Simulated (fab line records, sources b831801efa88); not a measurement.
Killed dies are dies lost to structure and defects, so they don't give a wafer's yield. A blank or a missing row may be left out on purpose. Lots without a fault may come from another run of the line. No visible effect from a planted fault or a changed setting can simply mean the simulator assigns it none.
Matching of chambers / flow sfq_line / SFQ_TRILAYER_I7_CMP_CMP_184 on cmp-02: 4 sister chambers
The step polishes SiO2. 4 wafers are shown with their chamber, then 6 later ones without.

== EACH WAFER AND ITS CHAMBER ==
wafer=L238.6; chamber=1; motor_current_A (A)=10.9
wafer=L248.4; chamber=3; motor_current_A (A)=12.9
wafer=L250.1; chamber=2; motor_current_A (A)=10.2
wafer=L250.6; chamber=0; motor_current_A (A)=9.2

== WAFERS WHOSE CHAMBER IS MISSING ==
wafer=L256.3; motor_current_A (A)=10.3
wafer=L256.4; motor_current_A (A)=12.3
wafer=L256.5; motor_current_A (A)=10.8
wafer=L257.2; motor_current_A (A)=10.2
wafer=L257.3; motor_current_A (A)=8.8
wafer=L257.4; motor_current_A (A)=11.0

== WHICH CHAMBER EACH ONE RAN IN ==
wafer=L256.3; from the rows above=can't be placed: 2 or 1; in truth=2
wafer=L256.4; from the rows above=3; in truth=3
wafer=L256.5; from the rows above=can't be placed: 1 or 2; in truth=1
wafer=L257.2; from the rows above=2; in truth=2
wafer=L257.3; from the rows above=0; in truth=0
wafer=L257.4; from the rows above=1; in truth=1
4 of 6 placed correctly. These rows do not allow placing 2 (true chamber among the candidates in 2). Number placed wrongly: 0.
How it was worked out, from the rows above alone: a wafer's distance from a chamber is the root of the sum, over the readings, of the square of ((its reading less the chamber's mean) divided by the reading's scatter). If the next closest chamber is less than 2 further off than the closest, the wafer can't be placed; otherwise it belongs to the closest. The mean given for a chamber averages the wafers shown for that chamber. The scatter: with one shown wafer a chamber, the root of the mean of the squares of how far each hidden wafer lies from its nearest shown one.
